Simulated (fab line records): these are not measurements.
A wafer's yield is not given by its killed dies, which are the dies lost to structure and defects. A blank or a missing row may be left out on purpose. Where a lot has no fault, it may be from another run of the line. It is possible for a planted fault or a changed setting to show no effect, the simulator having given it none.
fab line records	flow sky130
record lots=6	wafers=18	last_day=50
route steps=708 shown VT_ADJUST_LVTN@116 VT_ADJUST_NCORE@119 PAD_OPEN@708
lots untouched by any fault: they come from a run of this same line in which no faults occurred
start_h: hours from the record's opening day to when the first of the lot's shown wafers began	wait_h: hours elapsed since this lot's preceding step	" same as the row above	L1.1+2: several wafers, shown together as one row	- no value present, or no start provided	* or withheld: withheld	< > ~ a bound
route shown NAME@n: names a module that has steps shown in the file, with the first one's number in the route	usual: mean and standard deviation over wafers with no fault	same: alike in all rows	chamber/n: place in a boat	sites: per-site readings	_std_site: standard deviation of those values	_edge_site: mean of outer sites minus mean of inner sites	radius_mm: how far each site lies from the wafer's centre	mask NAME#n: copy n	behind: tool/chamber where the wafer was last shaped	hold: the reason the lot was held/the length of the hold in hours/how it ended	device: the transistor (n, p or np) that didn't switch	end of line: at the end of the route, the tests of the same wafers	where a step has no rows: the recipe by itself	killed: at the first sort, the dies lost to defects and structure; wafer yield is something else	map: the dies of a wafer, with x for killed, . for not killed, _ for no die there
set.NAME: the setting that was run; set.NAME@STEP: the one run at that earlier step	model.NAME: the simulator's own value behind a step, which no gauge read
lots at some steps of the route; a table a step, a row a wafer
services: from which hour (start_h, from the record's first day; less than 0 if before it) a tool's chamber was out of use, for how many hours, and why
## steps
# step SKY_VT_ADJUST_LVTN_IMPLANT_19
# recipe species=B	energy_kev=30	dose_cm2=6.5e+11	tilt_deg=withheld
# step SKY_VT_ADJUST_LVTN_STRIP_20
# recipe chemistry=O2/N2	power_w=1400	pressure_mtorr=1500	platen_temp_c=withheld	o2_flow_sccm=3000	n2_flow_sccm=300	overash_fraction=0.5
# usual drypump_motor_current_A=5.4/0.43	oes_product_au=0.716/0.0039	strip_time_to_endpoint_s=14.18/0.033
lot.wafer	tool	chamber	start_h	wait_h	drypump_motor_current_A	oes_product_au	rf_hours_counter_h	strip_time_to_endpoint_s
L962.2	plasma_asher-04	1	191.95	0.1	5.1	0.715	5	14.20
L962.4	"	1	"	"	5.0	0.715	-	14.22
L962.6	"	1	"	"	5.0	0.721	-	14.22
L968.1	plasma_asher-04	0	234.14	0.1	5.7	0.716	10	14.18
L968.3	"	0	"	"	5.7	0.716	-	14.17
L968.5	"	1	"	"	5.0	0.717	-	14.16
L969.1	plasma_asher-01	0	236.65	0.1	4.9	0.714	58	14.18
L969.4	"	0	"	"	4.9	0.718	-	14.16
L969.5	"	0	"	"	4.9	0.708	-	14.21
L972.4	plasma_asher-04	1	270.37	0.1	5.1	0.715	-	14.19
L972.5	"	0	"	"	5.7	0.714	-	14.14
L972.6	"	1	"	"	5.0	0.715	-	14.16
L977.2	plasma_asher-04	1	299.10	0.1	5.0	0.718	16	14.20
L977.4	"	0	"	"	5.7	0.719	-	14.16
L977.5	"	0	"	"	5.7	0.719	-	14.15
L978.1	plasma_asher-04	1	303.45	0.1	5.0	0.711	17	14.22
L978.4	"	1	"	"	5.0	0.715	-	14.14
L978.5	"	1	"	"	5.0	0.704	-	14.22
# step SKY_VT_ADJUST_LVTN_TW_MEAS_21
# usual VT_ADJUST_LVTN_2_TW=189.4/2.8
lot.wafer	tool	chamber	start_h	wait_h	VT_ADJUST_LVTN_2_TW
L962.2	film_metro-03	-	192.06	0.1	189.5
L962.4	"	-	"	"	189.1
L962.6	"	-	"	"	189.1
L968.1	film_metro-03	-	234.24	0.1	189.9
L968.3	"	-	"	"	189.0
L968.5	"	-	"	"	189.4
L969.1	film_metro-03	-	236.75	0.1	191.0
L969.4	"	-	"	"	190.2
L969.5	"	-	"	"	190.3
L972.4	film_metro-04	-	270.47	0.1	191.1
L972.5	"	-	"	"	192.2
L972.6	"	-	"	"	191.1
L977.2	film_metro-04	-	299.21	0.1	190.9
L977.4	"	-	"	"	191.1
L977.5	"	-	"	"	191.1
L978.1	film_metro-03	-	303.55	0.1	189.6
L978.4	"	-	"	"	190.3
L978.5	"	-	"	"	190.3
# step SKY_VT_ADJUST_NCORE_DEHYDRATE_00
# recipe temp_c=200	time_s=60
# step SKY_VT_ADJUST_NCORE_HMDS_01
# recipe prime_time_s=60	prime_temp_c=120
# step SKY_VT_ADJUST_NCORE_COAT_02
# recipe resist=NOVOLAK	spin_rpm=3000	resist_thk_nm=1140
# step SKY_VT_ADJUST_NCORE_SOFTBAKE_03
# recipe temp_c=89.5	time_s=60	resist=NOVOLAK
# step SKY_VT_ADJUST_NCORE_EXPOSE_04
# recipe mask_id=LVTN_COMPLEMENT_THIN	na=0.6	source_shape=conventional	sigma_outer=0.6	polarization=unpolarized	target_cd_nm=380	dose_mj=139
# step SKY_VT_ADJUST_NCORE_PEB_05
# recipe temp_c=withheld	time_s=*	resist=NOVOLAK
# step SKY_VT_ADJUST_NCORE_DEVELOP_06
# recipe resist=NOVOLAK	developer=TMAH	develop_time_s=60	dev_temp_c=23
# step SKY_VT_ADJUST_NCORE_CD_MEAS_07
# recipe target_cd_nm=380
# usual cd_nm=379.4/2.6
lot.wafer	tool	chamber	start_h	wait_h	cd_nm
L962.2	cd_sem-01	-	213.62	0.1	379.9
L962.4	"	-	"	"	373.9
L962.6	"	-	"	"	377.0
L968.1	cd_sem-01	-	258.16	0.1	376.8
L968.3	"	-	"	"	379.7
L968.5	"	-	"	"	377.8
L969.1	cd_sem-02	-	260.54	0.1	378.1
L969.4	"	-	"	"	379.1
L969.5	"	-	"	"	377.6
L972.4	cd_sem-01	-	294.76	0.1	378.1
L972.5	"	-	"	"	376.8
L972.6	"	-	"	"	376.0
L977.2	cd_sem-01	-	325.27	0.1	376.9
L977.4	"	-	"	"	376.6
L977.5	"	-	"	"	377.0
L978.1	cd_sem-01	-	329.40	0.1	376.1
L978.4	"	-	"	"	379.2
L978.5	"	-	"	"	377.1
# step SKY_VT_ADJUST_NCORE_OVL_MEAS_08
# usual VT_ADJUST_NCORE_OVL=1.5/1.5
lot.wafer	tool	chamber	start_h	wait_h	VT_ADJUST_NCORE_OVL[nm]
L962.2	overlay-02	-	213.73	0.1	2.2
L962.4	"	-	"	"	2.3
L962.6	"	-	"	"	2.3
L968.1	overlay-01	-	258.28	0.1	2.7
L968.3	"	-	"	"	2.6
L968.5	"	-	"	"	2.3
L969.1	overlay-02	-	260.66	0.1	1.9
L969.4	"	-	"	"	0.6
L969.5	"	-	"	"	0.6
L972.4	overlay-01	-	294.84	0.1	1.4
L972.5	"	-	"	"	2.0
L972.6	"	-	"	"	3.5
L977.2	overlay-02	-	325.38	0.1	3.2
L977.4	"	-	"	"	3.7
L977.5	"	-	"	"	2.9
L978.1	overlay-02	-	329.53	0.1	-0.8
L978.4	"	-	"	"	-2.7
L978.5	"	-	"	"	-0.5
# step SKY_VT_ADJUST_NCORE_IMPLANT_09
# recipe species=B	energy_kev=10	dose_cm2=2.4e+12	tilt_deg=withheld
# usual beam_on_s=10.01/0.2	faraday_current_uA=13.52/0.27
lot.wafer	tool	chamber	start_h	wait_h	beam_on_s	faraday_current_uA
L962.2	implanter-01	0	213.78	0.0	10.16	13.29
L962.4	"	0	"	"	9.89	13.73
L962.6	"	0	"	"	10.27	13.19
L968.1	implanter-01	0	258.32	0.0	12.25	11.08
L968.3	"	0	"	"	12.50	10.81
L968.5	"	0	"	"	12.45	10.86
L969.1	implanter-04	0	260.70	0.0	10.03	13.39
L969.4	"	0	"	"	10.14	13.37
L969.5	"	0	"	"	10.25	13.16
L972.4	implanter-01	0	294.93	0.1	12.66	10.67
L972.5	"	0	"	"	12.98	10.39
L972.6	"	0	"	"	12.25	11.04
L977.2	implanter-03	0	325.43	0.0	9.68	13.98
L977.4	"	0	"	"	10.29	13.18
L977.5	"	0	"	"	9.82	13.80
L978.1	implanter-03	0	329.56	0.0	10.08	13.53
L978.4	"	0	"	"	9.94	13.69
L978.5	"	0	"	"	9.79	13.84
# step SKY_VT_ADJUST_NCORE_STRIP_10
# recipe chemistry=O2/N2	power_w=1400	pressure_mtorr=1500	platen_temp_c=withheld	o2_flow_sccm=3000	n2_flow_sccm=300	overash_fraction=0.5
# usual drypump_motor_current_A=5.6/0.42	oes_product_au=0.715/0.0047	strip_time_to_endpoint_s=14.21/0.035
lot.wafer	tool	chamber	start_h	wait_h	drypump_motor_current_A	oes_product_au	rf_hours_counter_h	strip_time_to_endpoint_s
L962.2	plasma_asher-02	0	213.91	0.1	6.0	0.719	41	14.22
L962.4	"	1	"	"	5.4	0.714	-	14.17
L962.6	"	0	"	"	6.0	0.708	-	14.18
L968.1	plasma_asher-02	0	258.47	0.1	6.0	0.713	45	14.23
L968.3	"	0	"	"	6.0	0.717	-	14.25
L968.5	"	1	"	"	5.4	0.713	-	14.21
L969.1	plasma_asher-01	0	260.85	0.1	4.9	0.702	60	14.17
L969.4	"	1	"	"	5.8	0.713	-	14.20
L969.5	"	0	"	"	4.9	0.719	-	14.20
L972.4	plasma_asher-02	1	295.04	0.1	5.4	0.714	-	14.23
L972.5	"	1	"	"	5.4	0.716	-	14.20
L972.6	"	0	"	"	6.0	0.711	-	14.25
L977.2	plasma_asher-01	1	325.56	0.1	5.8	0.711	66	14.21
L977.4	"	1	"	"	5.8	0.718	-	14.26
L977.5	"	0	"	"	4.9	0.722	-	14.23
L978.1	plasma_asher-02	0	329.71	0.1	6.0	0.717	52	14.19
L978.4	"	0	"	"	6.0	0.714	-	14.19
L978.5	"	1	"	"	5.4	0.715	-	14.23
# step SKY_VT_ADJUST_NCORE_TW_MEAS_11
# usual VT_ADJUST_NCORE_TW=219.2/1.6
lot.wafer	tool	chamber	start_h	wait_h	hold	VT_ADJUST_NCORE_TW
L962.2	film_metro-02	-	214.02	0.1	-	218.8
L962.4	"	-	"	"	-	217.5
L962.6	"	-	"	"	-	217.7
L968.1	film_metro-02	-	258.57	0.1	await_dispo/0.2h/release	234.1
L968.3	"	-	"	"	await_dispo/0.2h/release	234.5
L968.5	"	-	"	"	await_dispo/0.2h/release	234.4
L968.1	film_metro-02	-	258.79	0.2	-	234.6
L968.3	"	-	"	"	-	234.4
L968.5	"	-	"	"	-	234.3
L969.1	film_metro-03	-	260.95	0.1	-	221.1
L969.4	"	-	"	"	-	220.4
L969.5	"	-	"	"	-	221.0
L972.4	film_metro-02	-	295.14	0.1	await_dispo/0.2h/release	233.4
L972.5	"	-	"	"	await_dispo/0.2h/release	234.4
L972.6	"	-	"	"	await_dispo/0.2h/release	233.7
L972.4	film_metro-02	-	295.36	0.2	-	234.4
L972.5	"	-	"	"	-	233.5
L972.6	"	-	"	"	-	233.9
L977.2	film_metro-02	-	325.67	0.1	-	218.9
L977.4	"	-	"	"	-	218.4
L977.5	"	-	"	"	-	218.9
L978.1	film_metro-01	-	329.81	0.1	-	215.2
L978.4	"	-	"	"	-	215.0
L978.5	"	-	"	"	-	216.6
# step SKY_PAD_OPEN_PROBE_99
# usual killed_at_M0_to_M3=45/7.5	killed_at_M4_up=2.8/1.9	killed_at_contacts=25/5.5	killed_at_front_end=14/4	killed_at_other=0.3/0.75	killed_dies=87/9.4	killed_open=47/6.6	killed_short=39/6.6
# same gross_dies=492	killed_at_back_side=0
lot.wafer	tool	chamber	start_h	wait_h	killed_at_M0_to_M3	killed_at_M4_up	killed_at_contacts	killed_at_front_end	killed_at_other	killed_dies	killed_open	killed_short	model.etest.nfet_16v.r_on_ohm_um	model.etest.pfet_16v.r_on_ohm_um	model.etest.pfet_g5v0d10v5.r_on_ohm_um	model.etest.tip_p.rs_ohm_sq	model.etest.res_pwell_under_gate.rs_ohm_sq	model.etest.nfet_g5v0d10v5.r_on_ohm_um	model.etest.tip_p_5v.rs_ohm_sq	model.etest.tip_n_5v.rs_ohm_sq
L962.2	prober-02	-	1110.11	0.1	36	4	24	17	0	81	48	33	1.351e+04	1.53e+04	4735	6874	2306	1854	2852	1376
L962.4	prober-02	-	1110.21	0.2	35	1	28	13	0	77	38	39	1.353e+04	1.474e+04	4795	6971	2273	1890	2856	1374
L962.6	prober-02	-	1110.31	0.2	36	6	23	20	0	85	42	43	1.342e+04	1.433e+04	4802	6887	2289	1866	2869	1383
L968.1	prober-01	-	1138.62	0.1	44	2	24	18	0	88	46	42	1.552e+04	1.407e+04	4582	6649	2235	1976	2806	1421
L968.3	prober-01	-	1138.72	0.2	49	1	21	17	0	88	50	38	1.548e+04	1.491e+04	4441	6646	2220	1955	2788	1428
L968.5	prober-01	-	1138.82	0.2	61	1	26	23	1	112	66	46	1.585e+04	1.425e+04	4549	6597	2232	1998	2795	1432
L969.1	prober-01	-	1142.26	0.1	42	8	34	14	0	98	48	50	1.392e+04	1.504e+04	4897	6837	2277	1886	2865	1374
L969.4	prober-01	-	1142.41	0.2	50	1	17	13	0	81	49	32	1.408e+04	1.49e+04	4890	6824	2281	1910	2861	1392
L969.5	prober-01	-	1142.46	0.2	48	4	22	13	0	87	50	37	1.387e+04	1.466e+04	4809	6857	2288	1899	2851	1377
L972.4	prober-01	-	1171.38	0.2	51	1	23	10	2	87	54	33	1.564e+04	1.434e+04	4507	6671	2212	1923	2776	1422
L972.5	prober-01	-	1171.43	0.2	48	2	24	13	0	87	40	47	1.55e+04	1.432e+04	4370	6683	2203	1912	2775	1415
L972.6	prober-01	-	1171.48	0.2	49	1	36	13	0	99	49	50	1.551e+04	1.49e+04	4468	6688	2211	1943	2786	1412
L977.2	prober-01	-	1189.57	0.1	45	2	25	17	0	89	53	36	1.381e+04	1.497e+04	4618	6864	2262	1827	2880	1360
L977.4	prober-01	-	1189.67	0.2	54	7	21	12	0	94	51	42	1.387e+04	1.492e+04	4750	6852	2264	1860	2895	1362
L977.5	prober-01	-	1189.72	0.2	46	2	24	13	0	85	50	35	1.393e+04	1.522e+04	4754	6805	2287	1862	2877	1364
L978.1	prober-02	-	1196.17	0.1	46	2	29	16	0	93	41	52	1.427e+04	1.583e+04	4802	6895	2306	1892	2871	1364
L978.4	prober-02	-	1196.32	0.2	48	0	28	12	0	88	57	31	1.404e+04	1.498e+04	4742	6855	2291	1866	2883	1371
L978.5	prober-02	-	1196.37	0.2	43	4	31	12	1	91	46	45	1.438e+04	1.584e+04	4932	6936	2283	1910	2886	1381
# killed by level:class
L962.2 VIA1:geometric_particle:open=9 LI_CONTACT:geometric_particle:open=7 FIELD_ISO:geometric_particle:open=6 CONTACT:geometric_particle:open=6 VIA2:geometric_particle:open=6 METAL1:geometric_particle:short=5 VIA3:geometric_particle:open=5 CONTACT:geometric_particle:short=4
L962.4 CONTACT:geometric_particle:open=11 METAL2:geometric_particle:short=7 LI_CONTACT:geometric_particle:open=6 LI_CONTACT:geometric_particle:short=5 VIA1:geometric_particle:open=5 METAL3:geometric_particle:short=4 POLY_GATE:geometric_particle:short=4 METAL1:geometric_particle:short=4
L962.6 CONTACT:geometric_particle:open=11 VIA1:geometric_particle:open=7 CONTACT:geometric_particle:short=6 VIA1:geometric_particle:short=6 VIA3:geometric_particle:open=6 METAL4:geometric_particle:short=6 FIELD_ISO:geometric_particle:short=5 FIELD_ISO:geometric_particle:open=5
L968.1 LI_CONTACT:geometric_particle:open=9 VIA1:geometric_particle:open=8 VIA3:geometric_particle:open=7 LOCAL_INTERCONNECT:geometric_particle:short=6 METAL1:geometric_particle:short=5 CONTACT:geometric_particle:open=5 FIELD_ISO:geometric_particle:short=4 SPACER:geometric_particle:open=4
L968.3 VIA1:geometric_particle:open=10 METAL1:geometric_particle:short=8 CONTACT:geometric_particle:open=8 VIA3:geometric_particle:open=8 FIELD_ISO:geometric_particle:open=6 CONTACT:geometric_particle:short=6 VIA2:geometric_particle:open=6 METAL2:geometric_particle:short=5
L968.5 VIA1:geometric_particle:open=17 FIELD_ISO:geometric_particle:open=10 CONTACT:geometric_particle:open=9 LI_CONTACT:geometric_particle:open=8 METAL1:geometric_particle:short=7 METAL2:geometric_particle:short=7 VIA3:geometric_particle:open=7 CONTACT:geometric_particle:short=5
L969.1 CONTACT:geometric_particle:open=15 VIA1:geometric_particle:open=9 CONTACT:geometric_particle:short=8 VIA3:geometric_particle:open=7 LOCAL_INTERCONNECT:geometric_particle:short=6 METAL4:geometric_particle:short=6 FIELD_ISO:geometric_particle:short=5 METAL1:geometric_particle:short=5
L969.4 VIA1:geometric_particle:open=12 VIA3:geometric_particle:open=11 CONTACT:geometric_particle:open=8 VIA1:geometric_particle:short=7 METAL1:geometric_particle:short=6 POLY_GATE:geometric_particle:open=4 LI_CONTACT:geometric_particle:open=4 CONTACT:geometric_particle:short=4
L969.5 VIA2:geometric_particle:open=10 CONTACT:geometric_particle:open=9 VIA1:geometric_particle:open=9 VIA1:geometric_particle:short=6 VIA3:geometric_particle:short=6 VIA3:geometric_particle:open=6 CONTACT:geometric_particle:short=5 POLY_GATE:geometric_particle:open=4
L972.4 CONTACT:geometric_particle:open=11 VIA3:geometric_particle:open=11 VIA1:geometric_particle:open=10 VIA2:geometric_particle:open=8 LI_CONTACT:geometric_particle:open=6 VIA3:geometric_particle:short=5 METAL3:geometric_particle:short=5 METAL2:geometric_particle:short=4
L972.5 VIA1:geometric_particle:open=11 METAL1:geometric_particle:short=9 METAL2:geometric_particle:short=8 FIELD_ISO:geometric_particle:short=7 VIA2:geometric_particle:open=7 LI_CONTACT:geometric_particle:short=6 LI_CONTACT:geometric_particle:open=5 CONTACT:geometric_particle:short=5
L972.6 CONTACT:geometric_particle:open=13 VIA2:geometric_particle:open=12 METAL1:geometric_particle:short=7 VIA1:geometric_particle:open=7 LI_CONTACT:geometric_particle:open=6 LOCAL_INTERCONNECT:geometric_particle:short=6 CONTACT:geometric_particle:short=6 FIELD_ISO:geometric_particle:short=5
L977.2 CONTACT:geometric_particle:open=16 VIA1:geometric_particle:open=11 VIA1:geometric_particle:short=8 VIA3:geometric_particle:open=6 VIA2:geometric_particle:open=6 LI_CONTACT:geometric_particle:open=4 CONTACT:geometric_particle:short=4 METAL1:geometric_particle:short=4
L977.4 VIA1:geometric_particle:open=17 CONTACT:geometric_particle:open=9 CONTACT:geometric_particle:short=8 VIA3:geometric_particle:open=7 VIA1:geometric_particle:short=6 VIA3:geometric_particle:short=5 VIA2:geometric_particle:open=5 FIELD_ISO:geometric_particle:short=4
L977.5 VIA3:geometric_particle:open=11 VIA1:geometric_particle:open=9 CONTACT:geometric_particle:open=8 LI_CONTACT:geometric_particle:open=7 METAL1:geometric_particle:short=7 VIA1:geometric_particle:short=7 VIA2:geometric_particle:open=5 CONTACT:geometric_particle:short=5
L978.1 CONTACT:geometric_particle:open=13 METAL2:geometric_particle:short=9 VIA1:geometric_particle:open=7 VIA2:geometric_particle:short=7 CONTACT:geometric_particle:short=6 POLY_GATE:geometric_particle:short=5 VIA3:geometric_particle:open=5 POLY_GATE:geometric_particle:open=4
L978.4 CONTACT:geometric_particle:open=15 VIA1:geometric_particle:open=11 VIA3:geometric_particle:open=10 METAL1:geometric_particle:short=8 LI_CONTACT:geometric_particle:open=6 VIA2:geometric_particle:open=6 VIA1:geometric_particle:short=4 POLY_GATE:geometric_particle:open=3
L978.5 CONTACT:geometric_particle:open=12 VIA1:geometric_particle:open=8 VIA3:geometric_particle:open=8 LI_CONTACT:geometric_particle:open=7 VIA1:geometric_particle:short=7 LOCAL_INTERCONNECT:geometric_particle:short=5 VIA2:geometric_particle:short=5 POLY_GATE:geometric_particle:short=4
## services
tool	chamber	start_h	hours	kind
implanter-04	-	176.40	4.2	pm
implanter-01	-	178.44	3.1	pm
implanter-04	-	188.26	4.0	repair
implanter-04	-	192.29	9.2	pm
implanter-01	-	214.02	8.7	repair
implanter-03	-	239.25	2.2	repair
plasma_asher-04	-	287.84	2.8	pm
implanter-04	-	294.70	7.6	repair
implanter-01	-	302.28	2.4	repair
implanter-03	-	318.59	0.8	repair
## key
first_sign step=SKY_VT_ADJUST_NCORE_IMPLANT_09	reading=beam_on_s	direction=up	sigmas=13	usual=10.01	struck=12.51
effect step=SKY_VT_ADJUST_NCORE_IMPLANT_09	reading=faraday_current_uA	direction=down	sigmas=10	usual=13.52	struck=10.81
effect step=SKY_VT_ADJUST_NCORE_TW_MEAS_11	reading=visit	direction=added
effect step=SKY_VT_ADJUST_NCORE_TW_MEAS_11	reading=VT_ADJUST_NCORE_TW	direction=up	sigmas=9.2	usual=219.2	struck=234.1
model_effect step=SKY_PAD_OPEN_PROBE_99	value=etest.nfet_16v.r_on_ohm_um	without=1.424e+04	struck=1.558e+04
met_at SKY_VT_ADJUST_NCORE_IMPLANT_09
struck_wafers L968.1,L968.3,L968.5,L972.4,L972.5,L972.6
tester_left_out L968,L972
onset_between 213.78 258.32
fault kind=process_parameter_drift	tool=implanter-01	chamber=-	onset_h=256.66	steps=SKY_VT_ADJUST_NCORE_IMPLANT_09	channel=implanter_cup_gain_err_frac	offset=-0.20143	shape=step	end_h=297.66
# tester_left_out: of these lots the tester's yield and bins aren't shown, on N5 and GAA mostly nor the transistor test; their killed dies are dies lost to structure and defects alone, not to doping, threshold or leakage, so they don't give the yield
